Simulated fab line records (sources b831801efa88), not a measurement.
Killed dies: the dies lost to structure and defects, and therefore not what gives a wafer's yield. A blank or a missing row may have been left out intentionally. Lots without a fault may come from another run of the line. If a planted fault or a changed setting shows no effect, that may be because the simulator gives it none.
fab line records	flow sky130
record lots=14	wafers=42	last_day=50
route steps=708 shown METAL5@661 PASSIVATION@681 PAD_OPEN@702
lots that met no fault: taken from a fault-free run of the same line
start_h: start of the lot's first displayed wafer, in hours after the record's first day	wait_h: how many hours have passed since the lot's step before this one	" identical to the entry in the row above	L1.1+2: one row covering several wafers at once	- no value, or no start was given	* or withheld: withheld	< > ~ a bound
route shown NAME@n: a module of which the file shows steps, and the number in the route of the first	usual: mean/standard deviation taken from wafers without a fault	same: alike in all rows	chamber/n: place in a boat	sites: per-site readings	_std_site: their standard deviation	_edge_site: outer sites' mean less inner sites'	radius_mm: for every site, how far away it sits from the centre of the wafer	mask NAME#n: copy n	behind: tool/chamber where the wafer was last shaped	hold: why the lot went on hold/how many hours it stayed there/how the hold came to an end	device: the transistor (n, p or np) that didn't switch	end of line: the same wafers' tests at the end of the route	for a step that has no rows: nothing shown but its recipe	killed: the dies lost at the first sort to structure and to defects; this is not the yield of the wafer	map: a wafer's dies, marking killed ones x, the rest . and places with no die _
set.NAME: the setting the step ran with; set.NAME@STEP: the setting that earlier step ran with	model.NAME: the simulator's own value behind a step, which no gauge read
steps of the route over a sample of lots; a table a step, a row a wafer
services: when a tool's chamber went out of use (start_h, in hours from the record's first day, below 0 if earlier), for how many hours, and the reason
## steps
# step SKY_METAL5_SPUTTER_00
# recipe material=Ti	target_thk_nm=15	power_w=3000	time_s=10	chamber_pressure_pa=0.4
# usual throttle_valve_pct=30.5/1.1
lot.wafer	tool	chamber	start_h	wait_h	throttle_valve_pct
L889.1	pvd_sputter-02	-	1023.05	0.1	31.3
L889.4	"	-	"	"	32.0
L889.5	"	-	"	"	28.7
L890.1	pvd_sputter-02	-	1028.83	0.1	30.3
L890.4	"	-	"	"	31.1
L890.6	"	-	"	"	31.9
L891.4	pvd_sputter-02	-	1037.18	0.1	28.9
L891.5	"	-	"	"	30.9
L891.6	"	-	"	"	30.5
L892.1	pvd_sputter-03	-	1039.56	0.1	29.6
L892.3	"	-	"	"	31.0
L892.6	"	-	"	"	29.9
L893.1	pvd_sputter-03	-	1052.60	0.1	29.6
L893.3	"	-	"	"	29.9
L893.5	"	-	"	"	29.6
L894.1	pvd_sputter-03	-	1053.55	0.2	29.6
L894.2	"	-	"	"	30.0
L894.6	"	-	"	"	31.3
L895.3	pvd_sputter-01	-	1056.98	0.1	30.2
L895.4	"	-	"	"	31.6
L895.5	"	-	"	"	31.6
L897.2	pvd_sputter-03	-	1074.38	0.2	30.1
L897.3	"	-	"	"	31.0
L897.4	"	-	"	"	29.2
L898.1	pvd_sputter-03	-	1075.10	0.2	31.3
L898.5	"	-	"	"	29.2
L898.6	"	-	"	"	29.9
L901.1	pvd_sputter-01	-	1094.04	0.2	30.1
L901.3	"	-	"	"	32.7
L901.4	"	-	"	"	30.3
L900.2	pvd_sputter-02	-	1096.99	0.2	31.1
L900.3	"	-	"	"	31.7
L900.4	"	-	"	"	29.0
L903.1	pvd_sputter-02	-	1106.75	0.2	28.9
L903.2	"	-	"	"	30.5
L903.4	"	-	"	"	31.9
L910.2	pvd_sputter-02	-	1145.11	0.2	28.6
L910.4	"	-	"	"	31.1
L910.6	"	-	"	"	32.0
L911.4	pvd_sputter-01	-	1148.75	0.2	30.0
L911.5	"	-	"	"	31.5
L911.6	"	-	"	"	30.0
# step SKY_METAL5_SPUTTER_02
# recipe material=AlCu	target_thk_nm=1150	power_w=10600	time_s=61.2	chamber_pressure_pa=0.4
# usual throttle_valve_pct=30.5/1.1
lot.wafer	tool	chamber	start_h	wait_h	throttle_valve_pct
L889.1	pvd_sputter-02	-	1023.10	0.0	31.3
L889.4	"	-	"	"	32.0
L889.5	"	-	"	"	28.8
L890.1	pvd_sputter-02	-	1028.88	0.0	30.4
L890.4	"	-	"	"	31.0
L890.6	"	-	"	"	31.9
L891.4	pvd_sputter-02	-	1037.23	0.0	29.0
L891.5	"	-	"	"	31.2
L891.6	"	-	"	"	30.8
L892.1	pvd_sputter-03	-	1039.61	0.0	29.7
L892.3	"	-	"	"	31.2
L892.6	"	-	"	"	29.7
L893.1	pvd_sputter-03	-	1052.65	0.0	29.7
L893.3	"	-	"	"	30.0
L893.5	"	-	"	"	29.4
L894.1	pvd_sputter-03	-	1053.59	0.0	29.4
L894.2	"	-	"	"	29.9
L894.6	"	-	"	"	31.2
L895.3	pvd_sputter-01	-	1057.03	0.0	30.1
L895.4	"	-	"	"	31.5
L895.5	"	-	"	"	31.5
L897.2	pvd_sputter-03	-	1074.43	0.0	30.1
L897.3	"	-	"	"	31.1
L897.4	"	-	"	"	29.2
L898.1	pvd_sputter-03	-	1075.15	0.0	31.1
L898.5	"	-	"	"	28.9
L898.6	"	-	"	"	29.8
L901.1	pvd_sputter-01	-	1094.09	0.0	30.1
L901.3	"	-	"	"	32.5
L901.4	"	-	"	"	30.3
L900.2	pvd_sputter-02	-	1097.04	0.0	31.2
L900.3	"	-	"	"	32.2
L900.4	"	-	"	"	28.8
L903.1	pvd_sputter-02	-	1106.79	0.0	29.1
L903.2	"	-	"	"	30.5
L903.4	"	-	"	"	32.4
L910.2	pvd_sputter-02	-	1145.16	0.0	28.7
L910.4	"	-	"	"	31.4
L910.6	"	-	"	"	31.8
L911.4	pvd_sputter-01	-	1148.80	0.0	29.8
L911.5	"	-	"	"	31.6
L911.6	"	-	"	"	30.6
# step SKY_PASSIVATION_CVD_00
# recipe material=SiO2	target_thk_nm=90	temp_c=400	time_s=withheld	rf_w=600
# usual heater_power_w=643/76
lot.wafer	tool	chamber	start_h	wait_h	heater_power_w
L889.1	pecvd-02	2	1047.02	0.0	718
L889.4	"	1	"	"	551
L889.5	"	2	"	"	725
L890.1	pecvd-01	1	1051.95	0.0	653
L890.4	"	2	"	"	560
L890.6	"	1	"	"	669
L891.4	pecvd-03	1	1060.80	0.0	692
L891.5	"	2	"	"	699
L891.6	"	0	"	"	580
L892.1	pecvd-01	0	1062.77	0.0	582
L892.3	"	2	"	"	681
L892.6	"	1	"	"	733
L893.1	pecvd-01	2	1075.17	0.0	695
L893.3	"	1	"	"	698
L893.5	"	1	"	"	687
L894.1	pecvd-02	0	1075.88	0.0	429
L894.2	"	2	"	"	615
L894.6	"	2	"	"	632
L895.3	pecvd-01	0	1079.42	0.0	595
L895.4	"	2	"	"	701
L895.5	"	1	"	"	717
L897.2	pecvd-01	2	1096.51	0.0	598
L897.3	"	1	"	"	755
L897.4	"	1	"	"	612
L898.1	pecvd-01	0	1097.24	0.0	687
L898.5	"	2	"	"	585
L898.6	"	1	"	"	625
L901.1	pecvd-03	0	1115.23	0.0	634
L901.3	"	2	"	"	735
L901.4	"	1	"	"	686
L900.2	pecvd-03	1	1117.69	0.0	653
L900.3	"	0	"	"	559
L900.4	"	2	"	"	710
L903.1	pecvd-02	2	1126.99	0.0	683
L903.2	"	0	"	"	451
L903.4	"	0	"	"	464
L910.2	pecvd-03	1	1164.48	0.0	692
L910.4	"	0	"	"	605
L910.6	"	2	"	"	733
L911.4	pecvd-01	2	1167.53	0.0	641
L911.5	"	1	"	"	754
L911.6	"	0	"	"	707
# step SKY_PASSIVATION_STRIP_12
# recipe chemistry=O2/N2	power_w=1400	pressure_mtorr=1500	platen_temp_c=withheld	overash_fraction=0.7	o2_flow_sccm=3000	n2_flow_sccm=300
# usual chamber_pressure_mTorr=1499.9/1.3	drypump_motor_current_A=6.2/0.38	oes_product_au=0.661/0.0045	strip_time_to_endpoint_s=31.41/0.16
lot.wafer	tool	chamber	start_h	wait_h	chamber_pressure_mTorr	drypump_motor_current_A	oes_product_au	rf_hours_counter_h	strip_time_to_endpoint_s
L889.1	plasma_asher-04	0	1069.28	0.1	1499.4	6.3	0.657	0	31.18
L889.4	"	1	"	"	1501.1	5.7	0.659	-	31.19
L889.5	"	1	"	"	1497.8	5.8	0.659	-	31.18
L890.1	plasma_asher-04	1	1073.79	0.1	1498.9	5.8	0.663	1	31.39
L890.4	"	0	"	"	1500.9	6.3	0.656	-	31.36
L890.6	"	0	"	"	1501.6	6.4	0.661	-	31.44
L891.4	plasma_asher-04	0	1082.33	0.1	1499.8	6.4	0.670	-	31.45
L891.5	"	1	"	"	1499.2	5.8	0.656	-	31.49
L891.6	"	0	"	"	1499.5	6.4	0.658	-	31.47
L892.1	plasma_asher-04	1	1083.73	0.1	1500.8	5.8	0.649	2	31.45
L892.3	"	1	"	"	1498.2	5.8	0.654	-	31.11
L892.6	"	0	"	"	1498.8	6.4	0.668	-	31.31
L893.1	plasma_asher-01	1	1096.69	0.1	1501.2	6.4	0.661	65	31.46
L893.3	"	0	"	"	1498.9	6.7	0.660	-	31.61
L893.5	"	1	"	"	1499.7	6.4	0.654	-	31.41
L894.1	plasma_asher-04	0	1097.43	0.1	1499.3	6.3	0.657	3	31.67
L894.2	"	1	"	"	1501.2	5.8	0.658	3	31.56
L894.6	"	1	"	"	1498.9	5.8	0.652	-	31.59
L895.3	plasma_asher-03	0	1100.88	0.1	1500.1	5.6	0.663	-	31.69
L895.4	"	1	"	"	1500.8	6.4	0.660	-	31.57
L895.5	"	1	"	"	1498.5	6.4	0.665	-	31.63
L897.2	plasma_asher-03	1	1116.89	0.1	1500.7	6.4	0.659	38	31.55
L897.3	"	0	"	"	1502.0	5.7	0.663	-	31.48
L897.4	"	1	"	"	1498.7	6.4	0.656	-	31.42
L898.1	plasma_asher-01	0	1118.24	0.1	1500.2	6.7	0.655	67	31.50
L898.5	"	1	"	"	1502.8	6.4	0.660	-	31.43
L898.6	"	0	"	"	1498.4	6.7	0.659	-	31.51
L901.1	plasma_asher-03	1	1135.18	0.1	-	-	-	-	-
L901.3	"	1	"	"	-	-	-	-	-
L901.4	"	0	"	"	-	-	-	-	-
L900.2	plasma_asher-03	0	1137.48	0.1	-	-	-	-	-
L900.3	"	0	"	"	-	-	-	-	-
L900.4	"	1	"	"	-	-	-	-	-
L903.1	plasma_asher-03	1	1146.81	0.1	1501.0	6.4	0.658	42	31.27
L903.2	"	0	"	"	1499.3	5.7	0.655	42	31.22
L903.4	"	0	"	"	1499.1	5.7	0.660	-	31.30
L910.2	plasma_asher-03	1	1180.46	0.1	1500.1	6.4	0.668	46	31.30
L910.4	"	1	"	"	1499.0	6.4	0.659	-	31.34
L910.6	"	1	"	"	1500.6	6.4	0.664	-	31.16
L911.4	plasma_asher-03	1	1184.49	0.0	1499.6	6.4	0.664	-	31.57
L911.5	"	0	"	"	1502.4	5.7	0.660	-	31.55
L911.6	"	1	"	"	1497.8	6.4	0.659	-	31.61
# step SKY_PAD_OPEN_STRIP_08
# recipe chemistry=O2/N2	power_w=1400	pressure_mtorr=1500	platen_temp_c=withheld	overash_fraction=0.7	o2_flow_sccm=3000	n2_flow_sccm=300
# usual chamber_pressure_mTorr=1499.7/1.3	drypump_motor_current_A=6.1/0.45	oes_product_au=0.663/0.0044	strip_time_to_endpoint_s=37.01/0.1
lot.wafer	tool	chamber	start_h	wait_h	chamber_pressure_mTorr	drypump_motor_current_A	oes_product_au	rf_hours_counter_h	strip_time_to_endpoint_s
L889.1	plasma_asher-01	0	1090.06	0.1	1502.2	6.7	0.664	64	37.01
L889.4	"	0	"	"	1500.5	6.7	0.666	-	37.05
L889.5	"	1	"	"	1502.0	6.4	0.661	-	36.99
L890.1	plasma_asher-03	0	1095.22	0.1	1499.6	5.6	0.661	36	37.08
L890.4	"	1	"	"	1499.1	6.4	0.660	-	37.12
L890.6	"	1	"	"	1498.9	6.4	0.670	-	37.15
L891.4	plasma_asher-02	1	1103.00	0.0	1498.3	5.4	0.665	-	37.11
L891.5	"	0	"	"	1498.6	6.0	0.661	-	37.08
L891.6	"	1	"	"	1499.9	5.4	0.665	-	37.09
L892.1	plasma_asher-01	1	1104.81	0.1	1501.5	6.4	0.668	66	36.95
L892.3	"	1	"	"	1500.2	6.3	0.661	-	36.96
L892.6	"	0	"	"	1500.4	6.7	0.662	-	37.05
L893.1	plasma_asher-03	1	1116.33	0.1	1500.1	6.4	0.668	38	37.04
L893.3	"	1	"	"	1499.3	6.4	0.663	-	36.93
L893.5	"	0	"	"	1499.7	5.7	0.670	-	37.16
L894.1	plasma_asher-02	0	1117.52	0.1	1497.3	6.0	0.671	92	37.14
L894.2	"	1	"	"	1499.4	5.4	0.663	92	37.20
L894.6	"	1	"	"	1498.1	5.4	0.662	-	37.20
L895.3	plasma_asher-01	1	1121.14	0.1	1499.4	6.4	0.660	-	37.13
L895.4	"	0	"	"	1499.2	6.7	0.666	-	37.07
L895.5	"	1	"	"	1497.2	6.4	0.666	-	37.16
L897.2	plasma_asher-03	1	1136.52	0.1	1501.1	6.4	0.668	41	37.01
L897.3	"	1	"	"	1501.6	6.4	0.660	-	37.03
L897.4	"	0	"	"	1499.5	5.7	0.658	-	36.88
L898.1	plasma_asher-02	1	1138.48	0.1	1499.9	5.4	0.664	94	37.18
L898.5	"	1	"	"	1502.5	5.4	0.665	-	36.97
L898.6	"	0	"	"	1499.4	6.0	0.666	-	37.09
L901.1	plasma_asher-03	1	1153.22	0.1	1500.0	6.4	0.693	43	73.73
L901.3	"	0	"	"	1500.6	5.7	0.688	-	73.56
L901.4	"	1	"	"	1502.6	6.4	0.691	-	73.90
L900.2	plasma_asher-02	1	1156.48	0.1	1498.8	5.4	0.691	96	73.73
L900.3	"	0	"	"	1498.1	6.0	0.686	-	73.73
L900.4	"	1	"	"	1501.1	5.4	0.691	-	73.88
L903.1	plasma_asher-02	1	1164.62	0.1	1501.4	5.4	0.664	97	36.86
L903.2	"	0	"	"	1501.8	5.9	0.669	97	37.08
L903.4	"	1	"	"	1501.0	5.4	0.664	-	37.05
L910.2	plasma_asher-01	0	1196.03	0.1	1499.1	6.7	0.657	76	36.94
L910.4	"	0	"	"	1500.2	6.7	0.666	-	37.04
L910.6	"	1	"	"	1499.7	6.4	0.659	-	37.06
L911.4	plasma_asher-03	1	1200.51	0.1	1497.8	6.4	0.662	-	36.91
L911.5	"	0	"	"	1499.5	5.6	0.670	-	37.03
L911.6	"	1	"	"	1499.8	6.4	0.656	-	36.92
## services
tool	chamber	start_h	hours	kind
pvd_sputter-01	-	1020.40	4.9	repair
plasma_asher-03	-	1022.98	1.3	repair
pvd_sputter-03	-	1040.02	1.5	repair
pecvd-01	0	1042.59	2.9	repair
plasma_asher-02	-	1045.26	0.8	repair
pvd_sputter-03	1	1052.77	-	consumable_replace:kit
plasma_asher-02	-	1053.79	2.8	pm
plasma_asher-04	-	1055.25	9.0	pm
plasma_asher-04	-	1057.18	1.9	repair
pvd_sputter-01	-	1057.59	1.0	repair
pecvd-02	-	1089.19	0.8	repair
plasma_asher-01	-	1107.79	3.3	repair
plasma_asher-04	-	1109.74	1.6	repair
pvd_sputter-02	1	1111.26	-	consumable_replace:kit
pvd_sputter-02	1	1111.26	18.0	scheduled_down
pvd_sputter-02	1	1111.26	18.0	vent_cycle
pvd_sputter-03	-	1124.75	0.8	repair
pvd_sputter-03	-	1129.59	4.8	repair
pvd_sputter-01	-	1130.70	9.2	repair
pvd_sputter-02	0	1169.08	-	consumable_replace:kit
pvd_sputter-02	0	1169.08	18.0	scheduled_down
pvd_sputter-02	0	1169.08	18.0	vent_cycle
pecvd-02	1	1175.60	14.4	repair
pecvd-03	0	1188.98	6.1	repair
## key
first_sign step=SKY_PASSIVATION_STRIP_12	reading=tool_record	direction=missing
effect step=SKY_PAD_OPEN_STRIP_08	reading=strip_time_to_endpoint_s	direction=up	sigmas=99+	usual=*	struck=*
met_at SKY_PASSIVATION_STRIP_12
struck_lots L900,L901
sort_left_out L900.2,L900.3,L900.4,L901.1,L901.3,L901.4
not_acting_at SKY_METAL5_SPUTTER_00,SKY_METAL5_SPUTTER_02,SKY_PASSIVATION_CVD_00
onset_between 1116.89 1135.18
fault kind=skipped_step_whole	tool=plasma_asher-03	chamber=-	onset_h=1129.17	steps=SKY_PASSIVATION_STRIP_12	scope=struck_lots_only
# sort_left_out: the simulated sort isn't trusted on such a fault, so these wafers' sort isn't shown, and their yield isn't known
